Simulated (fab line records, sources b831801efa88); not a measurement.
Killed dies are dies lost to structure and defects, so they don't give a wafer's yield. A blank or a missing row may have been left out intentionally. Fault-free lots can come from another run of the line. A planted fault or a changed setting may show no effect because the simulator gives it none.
The tool behind it: which one? || flow sky130 || 11 lots, 33 wafers sampled, at 1 step of a route of 708

## WHAT THE GAUGES SHOWED, per wafer
SKY_VIA2_THK_MEAS_01.
{"lot": "L467", "measured": "day 35 00:10", "on": "filmMetro-02", "VIA2_HDPCVD_THK (nm)": "1193 1180 1182"}
{"lot": "L469", "measured": "day 35 22:28", "on": "filmMetro-03", "VIA2_HDPCVD_THK (nm)": "1155 1160 1187"}
{"lot": "L470", "measured": "day 36 17:28", "on": "filmMetro-03", "VIA2_HDPCVD_THK (nm)": "1197 1186 1190"}
{"lot": "L473", "measured": "day 37 06:08", "on": "filmMetro-02", "VIA2_HDPCVD_THK (nm)": "1197 1177 1159"}
{"lot": "L475", "measured": "day 37 22:37", "on": "filmMetro-01", "VIA2_HDPCVD_THK (nm)": "1188 1181 1175"}
{"lot": "L478", "measured": "day 39 00:31", "on": "filmMetro-01", "VIA2_HDPCVD_THK (nm)": "1193 1187 1183"}
{"lot": "L483", "measured": "day 40 00:43", "on": "filmMetro-03", "VIA2_HDPCVD_THK (nm)": "1171 1208 1190"}
{"lot": "L486", "measured": "day 41 06:58", "on": "filmMetro-01", "VIA2_HDPCVD_THK (nm)": "1168 1188 1184"}
{"lot": "L487", "measured": "day 41 11:37", "on": "filmMetro-03", "VIA2_HDPCVD_THK (nm)": "1155 1180 1176"}
{"lot": "L488", "measured": "day 41 13:44", "on": "filmMetro-02", "VIA2_HDPCVD_THK (nm)": "1188 1185 1176"}
{"lot": "L489", "measured": "day 41 18:31", "on": "filmMetro-03", "VIA2_HDPCVD_THK (nm)": "1206 1192 1196"}

## EACH LOT AND THE TOOL THAT RAN IT (in order: tool; ch and the chambers of the sampled wafers; start)
The record holds no process step before these readings.

## THE ANSWER, worked out from the rows above alone
Rule: the lots themselves supply what counts as usual. Put in order of their means at a reading, lots are off if they are a third of the lots or fewer, leave a main group of 4 or more, and stand apart from it by a gap of 3 or more times the standard deviation of the main group's means; of several such gaps the widest counts. The tables above print the reading to a certain number of digits; a main group whose means all agree to those digits is not used. A lot without any number at a reading at which 4 lots or more have one is off too. Where the step has rows for the other lots, those lots are counted as sound.
No lot is off on any of the readings shown, so nothing can be concluded from this.

## WHAT THE SIMULATOR PUT IN
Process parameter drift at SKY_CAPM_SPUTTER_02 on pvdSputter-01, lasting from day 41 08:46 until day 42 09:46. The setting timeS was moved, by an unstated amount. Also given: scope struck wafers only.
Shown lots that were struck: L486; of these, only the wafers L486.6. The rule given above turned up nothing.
